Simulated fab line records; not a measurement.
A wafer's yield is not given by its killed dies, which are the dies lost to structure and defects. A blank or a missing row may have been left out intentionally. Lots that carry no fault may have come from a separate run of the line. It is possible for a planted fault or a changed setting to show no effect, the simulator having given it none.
fab line records | flow gf180mcu | part 1 of 2: steps 1 to 42 of 43
record lots=6 wafers=18 lastDay=33
route steps=602 shown V1@345 M2@362 V2@382 PASSIVATION@602
lots untouched by any fault: they come from a run of this same line in which no faults occurred
startH: hours from the record's opening day to when the first of the lot's shown wafers began | waitH: time in hours since the lot's previous step | " identical to the entry in the row above | L1.1+2: several wafers, shown together as one row | - no value present, or no start provided | * or withheld: withheld | < > ~ a bound
route shown NAME@n: NAME is a module with steps in the file, n the number in the route of the first one | usual: mean/standard deviation taken from wafers without a fault | same: alike in all rows | chamber/n: place in a boat | sites: readings site by site | _std_site: the standard deviation of these | _edge_site: mean of outer sites minus mean of inner sites | radiusMm: how far each site lies from the wafer's centre | mask NAME#n: copy n | behind: the last tool/chamber to shape the wafer | hold: why the lot was held/for how many hours/how that ended | device: transistor that didn't switch, given as n, p or np | end of line: tests of these same wafers at the route's end | a step given without rows: its recipe and nothing more | killed: at the first sort, the dies lost to defects and structure; wafer yield is something else | map: a wafer's dies, x killed, . not, _ none there
set.NAME: the setting as run; set.NAME@STEP: as run at that earlier step | model.NAME: the simulator's own value behind a step, which no gauge read
a table for each step, a row for each wafer; lots at some steps of the route
services: the hour from which a tool's chamber was out of use, counted from the record's first day as startH (under 0 if before that day), plus the number of hours and why
## steps
# step GF_V1_SOFTBAKE_10
# recipe tempC=130 timeS=60 resist=KrF
# step GF_V1_EXPOSE_11
# recipe maskId=Via1 targetCdNm=260 na=0.68 sourceShape=conventional sigmaOuter=0.6 doseMj=38
# step GF_V1_PEB_12
# recipe pebTempC=135 pebTimeS=90 resist=KrF
# step GF_V1_DEVELOP_13
# recipe developTimeS=60 resist=KrF devTempC=21
# step GF_V1_CD_MEAS_14
# recipe targetCdNm=260
# usual cdNm=259.6/1.3
# columns lot.wafer tool chamber startH waitH cdNm
L312.3 cdSem-01 - 446.91 0.2 258.2
L312.4 " - " " 257.4
L312.5 " - " " 258.9
L315.1 cdSem-01 - 461.40 0.1 258.5
L315.4 " - " " 259.2
L315.6 " - " " 260.1
L314.3 cdSem-02 - 461.92 0.1 258.2
L314.4 " - " " 258.7
L314.6 " - " " 259.0
L316.1 cdSem-01 - 483.27 0.1 257.0
L316.2 " - " " 256.8
L316.6 " - " " 257.8
L326.3 cdSem-02 - 555.01 0.1 258.0
L326.4 " - " " 257.8
L326.6 " - " " 257.8
L327.1 cdSem-02 - 567.30 0.1 259.6
L327.3 " - " " 260.0
L327.4 " - " " 259.0
# step GF_V1_OVL_MEAS_15
# usual V1_OVL=-3/5.2
# columns lot.wafer tool chamber startH waitH V1_OVL[nm]
L312.3 overlay-02 - 447.00 0.1 0
L312.4 " - " " 9
L312.5 " - " " -3
L315.1 overlay-02 - 461.52 0.1 1
L315.4 " - " " 2
L315.6 " - " " -2
L314.3 overlay-01 - 462.02 0.1 0
L314.4 " - " " -3
L314.6 " - " " -5
L316.1 overlay-02 - 483.39 0.1 -8
L316.2 " - " " 0
L316.6 " - " " 0
L326.3 overlay-01 - 555.10 0.1 5
L326.4 " - " " -4
L326.6 " - " " -7
L327.1 overlay-01 - 567.42 0.1 -2
L327.3 " - " " -4
L327.4 " - " " -2
# step GF_V1_ETCH_16
# recipe chemistry=N2/H2 targetDepthA=withheld overetchA=withheld timeS=withheld target=BARC ionEnergyEv=200 sourceW=500 biasW=100 pressureMtorr=30 n2FlowSccm=100 h2FlowSccm=200
# step GF_V1_ETCH_17
# recipe chemistry=C4F8/O2/Ar maskMaterial=KrF target=SiO2 stopOn=TiN sourceW=1500 biasW=1200 pressureMtorr=40 c4f8FlowSccm=withheld O2_flow_sccm=6 Ar_flow_sccm=300 timeS=withheld targetDepthA=6300
# step GF_V1_STRIP_18
# recipe chemistry=O2/N2 powerW=1400 pressureMtorr=1500 platenTempC=250 o2FlowSccm=3000 n2FlowSccm=300 overashFraction=0.5
# usual drypumpMotorCurrentA=5.6/0.44 heaterPowerW=335/25 oesProductAu=0.593/0.0055
# columns lot.wafer tool chamber startH waitH drypumpMotorCurrentA heaterPowerW oesProductAu rfHoursCounterH
L312.3 plasmaAsher-02 0 447.19 - 5.4 354 0.590 -
L312.4 " 1 " " 5.4 283 0.588 -
L312.5 " 0 " " 5.4 349 0.582 -
L315.1 plasmaAsher-02 1 461.69 - 5.4 284 0.594 37
L315.4 " 1 " " 5.4 286 0.584 -
L315.6 " 1 " " 5.4 288 0.587 -
L314.3 plasmaAsher-03 1 462.20 - 6.5 328 0.592 -
L314.4 " 0 " " 5.3 352 0.596 -
L314.6 " 1 " " 6.5 324 0.603 -
L316.1 plasmaAsher-01 0 483.56 - 5.7 362 0.592 87
L316.2 " 1 " " 5.1 316 0.595 87
L316.6 " 1 " " 5.1 320 0.586 -
L326.3 plasmaAsher-03 0 555.29 - 5.2 355 0.595 -
L326.4 " 1 " " 6.4 336 0.593 -
L326.6 " 1 " " 6.5 330 0.598 -
L327.1 plasmaAsher-02 0 567.59 - 5.4 358 0.606 49
L327.3 " 0 " " 5.4 353 0.596 -
L327.4 " 1 " " 5.4 286 0.590 -
# step GF_V1_STRIP_19
# recipe chemistry=postEtchResidueRemover timeS=1200 tempC=72.5
# step GF_V1_CLEAN_20
# recipe chemistry=DIW dry=n2Spin
# step GF_V1_SPUTTER_21
# recipe material=Ti targetThkNm=15 chamberPressurePa=5 powerW=2500 substrateTempC=200 timeS=80.02
# step GF_V1_SPUTTER_22
# recipe material=TiN targetThkNm=10 chamberPressurePa=5 powerW=4000 timeS=40
# usual throttleValvePct=29.3/1.3
# columns lot.wafer tool chamber startH waitH throttleValvePct
L312.3 pvdSputter-01 - 447.78 0.0 27.8
L312.4 " - " " 30.3
L312.5 " - " " 29.3
L315.1 pvdSputter-03 - 462.30 0.0 29.5
L315.4 " - " " 27.7
L315.6 " - " " 28.5
L314.3 pvdSputter-02 - 462.76 0.0 28.7
L314.4 " - " " 31.7
L314.6 " - " " 28.2
L316.1 pvdSputter-01 - 484.18 0.0 27.5
L316.2 " - " " 30.2
L316.6 " - " " 30.2
L326.3 pvdSputter-02 - 555.88 0.0 28.2
L326.4 " - " " 28.7
L326.6 " - " " 28.3
L327.1 pvdSputter-02 - 568.19 0.0 28.3
L327.3 " - " " 31.8
L327.4 " - " " 28.5
# step GF_V1_CVD_23
# recipe material=W targetThkNm=350 timeS=105.05 tempC=400 pressureTorr=40
# step GF_V1_RS_MEAS_24
# recipe thkMeasGauge=four-point-probe reads=W_of_V1_CVD_23+TiN_of_V1_SPUTTER_22+Ti_of_V1_SPUTTER_21
# usual V1_W_RS=0.325/0.0037
# columns lot.wafer tool chamber startH waitH V1_W_RS[ohm/sq]
L312.3 filmMetro-01 - 447.97 0.1 0.324
L312.4 " - " " 0.329
L312.5 " - " " 0.328
L315.1 filmMetro-02 - 462.45 0.1 0.326
L315.4 " - " " 0.330
L315.6 " - " " 0.329
L314.3 filmMetro-04 - 462.96 0.1 0.327
L314.4 " - " " 0.326
L314.6 " - " " 0.324
L316.1 filmMetro-02 - 484.33 0.1 0.327
L316.2 " - " " 0.324
L316.6 " - " " 0.331
L326.3 filmMetro-04 - 556.07 0.1 0.323
L326.4 " - " " 0.329
L326.6 " - " " 0.330
L327.1 filmMetro-01 - 568.34 0.1 0.320
L327.3 " - " " 0.331
L327.4 " - " " 0.321
# step GF_V1_THK_MEAS_25
# recipe thkMeasGauge=xrf reads=W_of_V1_CVD_23
# usual V1_W_THK=348/4.4
# columns lot.wafer tool chamber startH waitH V1_W_THK[nm]
L312.3 filmMetro-01 - 448.07 0.1 347
L312.4 " - " " 345
L312.5 " - " " 345
L315.1 filmMetro-02 - 462.57 0.1 344
L315.4 " - " " 342
L315.6 " - " " 342
L314.3 filmMetro-04 - 463.06 0.1 346
L314.4 " - " " 347
L314.6 " - " " 352
L316.1 filmMetro-02 - 484.45 0.1 346
L316.2 " - " " 346
L316.6 " - " " 342
L326.3 filmMetro-04 - 556.17 0.1 353
L326.4 " - " " 347
L326.6 " - " " 348
L327.1 filmMetro-01 - 568.46 0.1 351
L327.3 " - " " 338
L327.4 " - " " 348
# step GF_V1_CMP_26
# recipe stopOn=SiO2 downForcePsi=3.5 platenRpm=60 tOverpolishS=15 targetThkNm=0 padVelocityMS=0.94248
# usual motorCurrentA=11.7/1.6 overpolishRunS=15.000/0.0091 timeToEndpointS=86/4.9
# columns lot.wafer tool chamber startH waitH motorCurrentA overpolishRunS timeToEndpointS
L312.3 cmp-02 2 448.45 0.4 11.7 15.001 90
L312.4 " 0 " " 8.5 15.017 83
L312.5 " 1 " " 12.1 14.988 80
L315.4 cmp-02 2 462.68 0.1 11.2 15.013 90
L315.1 " 3 " " 9.0 15.005 81
L315.6 " 2 " " 12.1 14.992 87
L314.3 cmp-01 3 463.15 0.1 12.1 15.008 90
L314.4 " 0 " " 12.0 15.019 88
L314.6 " 2 " " 11.9 15.021 87
L316.2 cmp-01 0 484.51 0.0 12.2 15.009 90
L316.1 " 1 " " 13.7 15.013 93
L316.6 " 1 " " 13.0 14.993 91
L326.4 cmp-02 3 556.21 0.0 9.8 15.007 77
L326.3 " 1 " " 12.6 15.002 83
L326.6 " 3 " " 9.6 14.993 79
L327.4 cmp-02 0 568.52 0.0 8.9 15.011 83
L327.1 " 1 " " 13.1 15.001 85
L327.3 " 3 " " 9.6 15.003 77
# step GF_M2_SPUTTER_00
# recipe material=Ti targetThkNm=37.5 arrivingIonEnergyEv=80 substrateTempC=200 chamberPressurePa=2 powerW=4000 timeS=150
# step GF_M2_SPUTTER_01
# recipe material=TiN targetThkNm=30 powerW=6500 timeS=25 chamberPressurePa=0.4
# step GF_M2_SPUTTER_02
# recipe material=AlCu targetThkNm=450 powerW=10600 timeS=23.9 chamberPressurePa=0.4
# usual throttleValvePct=29.7/1.3
# columns lot.wafer tool chamber startH waitH throttleValvePct
L312.3 pvdSputter-04 - 448.83 0.0 29.8
L312.4 " - " " 30.7
L312.5 " - " " 31.1
L315.1 pvdSputter-01 - 463.06 0.0 29.4
L315.4 " - " " 30.1
L315.6 " - " " 30.3
L314.3 pvdSputter-01 - 463.53 0.0 29.5
L314.4 " - " " 27.5
L314.6 " - " " 28.7
L316.1 pvdSputter-03 - 484.95 0.0 28.0
L316.2 " - " " 28.7
L316.6 " - " " 31.9
L326.3 pvdSputter-04 - 556.64 0.0 30.2
L326.4 " - " " 31.4
L326.6 " - " " 29.8
L327.1 pvdSputter-01 - 568.95 0.0 28.8
L327.3 " - " " 27.4
L327.4 " - " " 30.3
# step GF_M2_SPUTTER_03
# recipe material=Ti targetThkNm=10 substrateTempC=300 chamberPressurePa=0.3 powerW=3000 timeS=6.7
# step GF_M2_SPUTTER_04
# recipe material=TiN targetThkNm=50 powerW=6500 timeS=41.7 chamberPressurePa=0.4
# step GF_M2_RS_MEAS_05
# recipe thkMeasGauge=four-point-probe reads=TiN_of_M2_SPUTTER_04+Ti_of_M2_SPUTTER_03+AlCu_of_M2_SPUTTER_02+TiN_of_M2_SPUTTER_01+Ti_of_M2_SPUTTER_00
# usual M2_ALCU_RS=0.0693/0.0011
# columns lot.wafer tool chamber startH waitH M2_ALCU_RS[ohm/sq]
L312.3 filmMetro-03 - 448.96 0.1 0.0700
L312.4 " - " " 0.0682
L312.5 " - " " 0.0688
L315.1 filmMetro-01 - 463.15 0.0 0.0679
L315.4 " - " " 0.0685
L315.6 " - " " 0.0685
L314.3 filmMetro-03 - 463.66 0.1 0.0675
L314.4 " - " " 0.0696
L314.6 " - " " 0.0698
L316.1 filmMetro-03 - 485.04 0.0 0.0684
L316.2 " - " " 0.0685
L316.6 " - " " 0.0679
L326.3 filmMetro-01 - 556.77 0.1 0.0701
L326.4 " - " " 0.0679
L326.6 " - " " 0.0697
L327.1 filmMetro-01 - 569.04 0.0 0.0709
L327.3 " - " " 0.0696
L327.4 " - " " 0.0690
# step GF_M2_THK_MEAS_06
# recipe thkMeasGauge=xrf reads=AlCu_of_M2_SPUTTER_02
# usual M2_ALCU_THK=454/7.4
# columns lot.wafer tool chamber startH waitH M2_ALCU_THK[nm]
L312.3 filmMetro-03 - 449.06 0.1 450
L312.4 " - " " 459
L312.5 " - " " 459
L315.1 filmMetro-01 - 463.27 0.1 463
L315.4 " - " " 462
L315.6 " - " " 457
L314.3 filmMetro-03 - 463.76 0.1 466
L314.4 " - " " 454
L314.6 " - " " 451
L316.1 filmMetro-03 - 485.16 0.1 460
L316.2 " - " " 459
L316.6 " - " " 465
L326.3 filmMetro-01 - 556.87 0.1 451
L326.4 " - " " 463
L326.6 " - " " 454
L327.1 filmMetro-01 - 569.16 0.1 446
L327.3 " - " " 454
L327.4 " - " " 456
# step GF_M2_DEHYDRATE_07
# recipe tempC=200 timeS=60
# step GF_M2_HMDS_08
# recipe primeTimeS=60 primeTempC=120
# step GF_M2_COAT_09
# recipe resist=KrF spinRpm=withheld resistThkNm=1000
# step GF_M2_SOFTBAKE_10
# recipe tempC=130 timeS=60 resist=KrF
# step GF_M2_EXPOSE_11
# recipe maskId=Metal2 targetCdNm=280 na=0.68 sourceShape=conventional sigmaOuter=0.6 doseMj=28
# step GF_M2_PEB_12
# recipe pebTempC=135 pebTimeS=90 resist=KrF
# step GF_M2_DEVELOP_13
# recipe developTimeS=60 devTempC=21
# step GF_M2_CD_MEAS_14
# recipe targetCdNm=280
# usual cdNm=279.9/1.3
# columns lot.wafer tool chamber startH waitH cdNm
L312.3 cdSem-01 - 472.79 0.1 280.5
L312.4 " - " " 278.9
L312.5 " - " " 279.7
L315.1 cdSem-01 - 486.80 0.1 279.2
L315.4 " - " " 280.6
L315.6 " - " " 278.8
L314.3 cdSem-01 - 488.41 0.1 282.4
L314.4 " - " " 280.1
L314.6 " - " " 281.6
L316.1 cdSem-02 - 508.15 0.1 281.0
L316.2 " - " " 280.6
L316.6 " - " " 279.8
L326.3 cdSem-01 - 581.06 0.1 279.0
L326.4 " - " " 279.2
L326.6 " - " " 279.8
L327.1 cdSem-02 - 590.50 0.1 279.2
L327.3 " - " " 280.0
L327.4 " - " " 279.3
# step GF_M2_OVL_MEAS_15
# usual M2_OVL=0/5.4
# columns lot.wafer tool chamber startH waitH M2_OVL[nm]
L312.3 overlay-01 - 472.89 0.1 -6
L312.4 " - " " -2
L312.5 " - " " -6
L315.1 overlay-01 - 486.92 0.1 -11
L315.4 " - " " -9
L315.6 " - " " -12
L314.3 overlay-01 - 488.50 0.1 -4
L314.4 " - " " -9
L314.6 " - " " -5
L316.1 overlay-02 - 508.27 0.1 -1
L316.2 " - " " -3
L316.6 " - " " -1
L326.3 overlay-02 - 581.15 0.1 7
L326.4 " - " " 6
L326.6 " - " " 4
L327.1 overlay-02 - 590.62 0.1 6
L327.3 " - " " -4
L327.4 " - " " -2
# step GF_M2_METAL_ETCH_16
# recipe chemistry=Cl2/BCl3 maskMaterial=KrF targetDepthNm=750.8 stopOn=SiO2 pressureMtorr=8 icpW=800 biasW=140 Cl2_flow_sccm=80 bcl3FlowSccm=40 timeS=125.1
# usual drypumpMotorCurrentA=6.0/0.37 oesProductAu=0.991/0.005 throttleValvePct=28.230/0.0098
# columns lot.wafer tool chamber startH waitH drypumpMotorCurrentA oesProductAu rfHoursCounterH throttleValvePct
L312.3 rieMetal-02 0 472.95 0.1 6.1 0.990 - 28.230
L312.4 " 1 " " 6.1 0.994 - 28.243
L312.5 " 1 " " 6.1 0.988 - 28.215
L315.1 rieMetal-01 0 486.95 0.0 6.5 0.988 8.2 28.237
L315.4 " 1 " " 5.3 0.996 - 28.230
L315.6 " 0 " " 6.5 0.989 - 28.213
L314.3 rieMetal-02 1 488.57 0.1 6.1 0.988 - 28.236
L314.4 " 0 " " 6.0 0.991 - 28.236
L314.6 " 0 " " 6.0 0.992 - 28.237
L316.1 rieMetal-02 0 508.30 0.0 6.0 0.991 3.6 28.229
L316.2 " 1 " " 6.1 0.992 3.8 28.225
L316.6 " 1 " " 6.2 1.001 - 28.208
L326.3 rieMetal-03 0 581.26 0.1 5.7 0.993 - 28.219
L326.4 " 0 " " 5.7 0.994 - 28.228
L326.6 " 0 " " 5.7 0.992 - 28.213
L327.1 rieMetal-02 0 590.65 0.0 6.1 0.987 5.8 28.236
L327.3 " 0 " " 6.1 0.993 - 28.243
L327.4 " 1 " " 6.1 0.994 - 28.224
# step GF_M2_STRIP_17
# recipe chemistry=O2/N2 powerW=1400 pressureMtorr=1500 platenTempC=250 o2FlowSccm=3000 n2FlowSccm=300 overashFraction=0.5
# step GF_M2_STRIP_18
# recipe chemistry=postEtchResidueRemover timeS=1200 tempC=72.5
# step GF_M2_CLEAN_19
# recipe chemistry=DIW dry=n2Spin
# step GF_V2_CVD_00
# recipe material=SiO2 targetThkNm=600 sigmaOpenFrac=0.3 tempC=400 timeS=100 sih4FlowSccm=60 pressureMtorr=6
# step GF_V2_THK_MEAS_01
# recipe reads=SiO2_of_V2_CVD_00
# usual V2_CVD_00_THK=600/8.1
# columns lot.wafer tool chamber startH waitH V2_CVD_00_THK[nm]
L312.3 filmMetro-04 - 473.68 0.1 593
L312.4 " - " " 605
L312.5 " - " " 590
L315.1 filmMetro-04 - 487.69 0.0 597
L315.4 " - " " 608
L315.6 " - " " 593
L314.3 filmMetro-01 - 489.28 0.1 598
L314.4 " - " " 591
L314.6 " - " " 598
L316.1 filmMetro-03 - 509.38 0.0 602
L316.2 " - " " 607
L316.6 " - " " 609
L326.3 filmMetro-04 - 582.06 0.1 605
L326.4 " - " " 595
L326.6 " - " " 610
L327.1 filmMetro-04 - 591.39 0.0 606
L327.3 " - " " 599
L327.4 " - " " 605
# step GF_V2_CVD_02
# recipe material=SiO2 targetThkNm=850 precursor=TEOS tempC=400 timeS=94.851 rfW=600
# step GF_V2_THK_MEAS_03
# recipe reads=SiO2_of_V2_CVD_02
# usual V2_CVD_02_THK=850/12
# columns lot.wafer tool chamber startH waitH V2_CVD_02_THK[nm]
L312.3 filmMetro-04 - 473.81 0.1 852
L312.4 " - " " 858
L312.5 " - " " 864
L315.1 filmMetro-03 - 487.82 0.0 858
L315.4 " - " " 873
L315.6 " - " " 861
L314.3 filmMetro-03 - 489.41 0.1 839
L314.4 " - " " 853
L314.6 " - " " 872
L316.1 filmMetro-04 - 509.51 0.0 832
L316.2 " - " " 852
L316.6 " - " " 862
L326.3 filmMetro-01 - 582.19 0.1 846
L326.4 " - " " 851
L326.6 " - " " 862
L327.1 filmMetro-04 - 591.55 0.1 823
L327.3 " - " " 837
L327.4 " - " " 837
# step GF_V2_CMP_04
# recipe material=SiO2 downForcePsi=4 platenRpm=60 padVelocityMS=0.94248
# usual motorCurrentA=12.9/1.7 timeToEndpointS=82/7.3
# columns lot.wafer tool chamber startH waitH motorCurrentA timeToEndpointS
L312.3 cmp-02 3 473.95 0.1 10.1 72
L312.4 " 0 " " 9.2 79
L312.5 " 2 " " 14.0 86
L315.1 cmp-01 1 487.93 0.1 15.2 95
L315.4 " 3 " " 13.7 91
L315.6 " 0 " " 13.8 91
L314.4 cmp-02 1 489.45 0.0 13.7 76
L314.3 " 0 " " 9.1 71
L314.6 " 1 " " 14.3 85
L316.1 cmp-02 3 509.67 0.1 10.3 69
L316.2 " 0 " " 9.8 82
L316.6 " 2 " " 12.5 91
L326.3 cmp-02 3 582.28 0.1 10.8 75
L326.4 " 1 " " 13.3 83
L326.6 " 2 " " 13.7 93
L327.3 cmp-02 0 591.78 0.2 9.5 76
L327.4 " 2 " " 13.8 81
L327.1 " 3 " " 10.4 65
